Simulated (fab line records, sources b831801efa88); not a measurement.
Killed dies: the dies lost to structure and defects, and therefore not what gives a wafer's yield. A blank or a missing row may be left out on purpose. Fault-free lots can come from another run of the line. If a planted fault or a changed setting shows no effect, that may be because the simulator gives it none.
Chamber matching -- flow gf180mcu -- GF_STI_CMP_25 on cmp-01: 4 sister chambers
The step polishes, stops on Si3N4, t overpolish 33 s, target thk 524.6 nm. 8 wafers are shown with their chamber, then 9 later ones without.

== WAFERS, EACH WITH ITS CHAMBER ==
wafer,chamber,motor_current_A (A),time_to_endpoint_s (s)
L912.6,3,10.0,116
L922.6,3,10.4,115
L927.4,2,11.2,120
L927.5,0,11.2,114
L927.6,1,11.6,110
L928.3,2,11.7,119
L928.4,1,11.9,113
L928.6,0,11.6,117

== WAFERS MISSING THEIR CHAMBER ==
wafer,motor_current_A (A),time_to_endpoint_s (s)
L933.1,11.0,121
L933.2,10.8,116
L933.3,12.5,120
L934.3,12.7,116
L934.4,11.0,119
L934.5,11.8,118
L935.2,11.5,119
L935.3,10.0,118
L935.4,10.9,119

== THE CHAMBER EACH PASSED THROUGH ==
wafer,from the rows above,in truth
L933.1,can't be placed: 2 or 0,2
L933.2,can't be placed: 0 or 3 or 2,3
L933.3,can't be placed: 2 or 0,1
L934.3,can't be placed: 1 or 0 or 2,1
L934.4,can't be placed: 2 or 0 or 3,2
L934.5,can't be placed: 2 or 0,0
L935.2,can't be placed: 2 or 0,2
L935.3,3,3
L935.4,can't be placed: 2 or 0 or 3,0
Correctly placed: 1 of 9. From these rows, 8 cannot be placed; in 7 the true chamber is one of the candidates. Placed wrongly: 0.
How it was worked out, from the rows above alone: a wafer's distance from a chamber is the root of the sum, over the readings, of the square of ((its reading less the chamber's mean) divided by the reading's scatter). The wafer belongs to the nearest chamber; if the next one is less than 2 further off, it can't be placed. For every chamber, the mean is computed from those of its wafers that are shown. How the scatter is found: for the shown wafers, subtract from each reading the mean of its chamber, square and add these, divide the total by (wafers less chambers), then take the root.
